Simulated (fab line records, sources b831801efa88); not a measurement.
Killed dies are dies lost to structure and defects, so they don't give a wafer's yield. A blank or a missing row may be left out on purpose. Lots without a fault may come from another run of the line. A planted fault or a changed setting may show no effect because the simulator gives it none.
Problem report in the 8D (eight disciplines) form, filled by code | flow gf180mcu | the parts of the form that need people (team, actions taken, sign-off) are left out

1. THE PROBLEM
run_length_s at GF_PASSIVATION_CVD_00 reads a mean of 135.3 s on 3 wafers of 2 lots; wafers without a fault read 139.8 s with a standard deviation of 0.65. That is -6.9 standard deviations from the usual mean.
The step: deposits SiO2 from TEOS, target thk 1000 nm, time 111.95 s.
First seen on wafer L470.1, day 31 04:18, on pecvd-04. The record holds 36 wafers of 12 lots with a number at this step. Rule for "out", or "out of limits": more than 4 standard deviations from the usual mean. The other wafers with a number count as sound.

2. WHAT IT IS AND WHAT IT IS NOT
question                    | is                     | is not
which readings at this step | run_length_s           | heater_power_w
which lots                  | L470, L472             | L461, L463, L464, L469, L471, L474, L479, L480, L483, L484
which wafers of those lots  | L470.1, L472.1, L472.5 | L470.3, L470.6, L472.6
read on which tools         | pecvd-04               | pecvd-01, pecvd-02
when                        | from day 31 04:18      | up to then (14 sound wafers); but 19 sound wafers of L471, L472, L474, L479, L480, L483, L484 came after

3. SUSPECTS, AND WHAT RULES EACH OUT
Counting: a tool at a process step up to the reading stays a suspect if it ran every lot that is out. Sound lots after the first of them don't rule it out here, since some wafers of a struck lot are sound.
- rie_diel-04 at GF_V1_ETCH_17 (etches SiO2 in C4F8/O2/Ar, stops on TiN, target depth 630 nm): kept. It ran every lot that is out, first L470 (day 23 23:14); its last sound lot up to then is L464 (day 21 21:00). GF_V1_ETCH_17 gives no start for some lots, so the hours and the order of its lots are those of GF_M3_SPUTTER_00.
- pvd_sputter-02 at GF_M3_SPUTTER_00 (material Ti, target thk 37.5 nm, time 150 s): kept. It ran every lot that is out, first L470 (day 23 23:14).
- cmp-01 at GF_V5_CMP_26 (polishes, stops on SiO2, t overpolish 15 s, target thk 0 nm): kept. It ran every lot that is out, first L470 (day 30 08:20); its last sound lot up to then is L464 (day 28 12:40).
- pecvd-04 at GF_PASSIVATION_CVD_00 (deposits SiO2 from TEOS, target thk 1000 nm, time 111.95 s): kept. It ran every lot that is out, first L470 (day 31 04:18); its last sound lot up to then is L469 (day 31 00:14). Its own readings are out on those wafers: run_length_s.
Left after counting: rie_diel-04 at GF_V1_ETCH_17, pvd_sputter-02 at GF_M3_SPUTTER_00, cmp-01 at GF_V5_CMP_26, pecvd-04 at GF_PASSIVATION_CVD_00.

4. THE CAUSE (what the simulator had put in)
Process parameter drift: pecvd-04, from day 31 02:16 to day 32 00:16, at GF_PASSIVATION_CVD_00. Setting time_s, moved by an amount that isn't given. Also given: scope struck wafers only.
Counting left 4 suspects, and this tool is among them.

5. THE CHAIN OF EFFECTS, in route order
Each row: a reading whose mean over the struck wafers that have a number lies more than 3 standard deviations from the usual. Only readings for which the record gives a usual standard deviation are gone through. hours: the time from each lot's start at the first step in this table that gives one to its start at this step, as a median over the lots. sigmas: the change in usual standard deviations.
hours | step                  | reading      | usual   | on struck wafers | change | sigmas
0     | GF_PASSIVATION_CVD_00 | run_length_s | 139.8 s | 135.3            | -4.5   | -6.9
The process steps in it:
- GF_PASSIVATION_CVD_00: deposits SiO2 from TEOS, target thk 1000 nm, time 111.95 s.

6. WHAT WOULD HAVE CAUGHT IT SOONER
In this record the first reading out of limits was taken at day 31 04:18, 2 hours after the fault began at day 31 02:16.
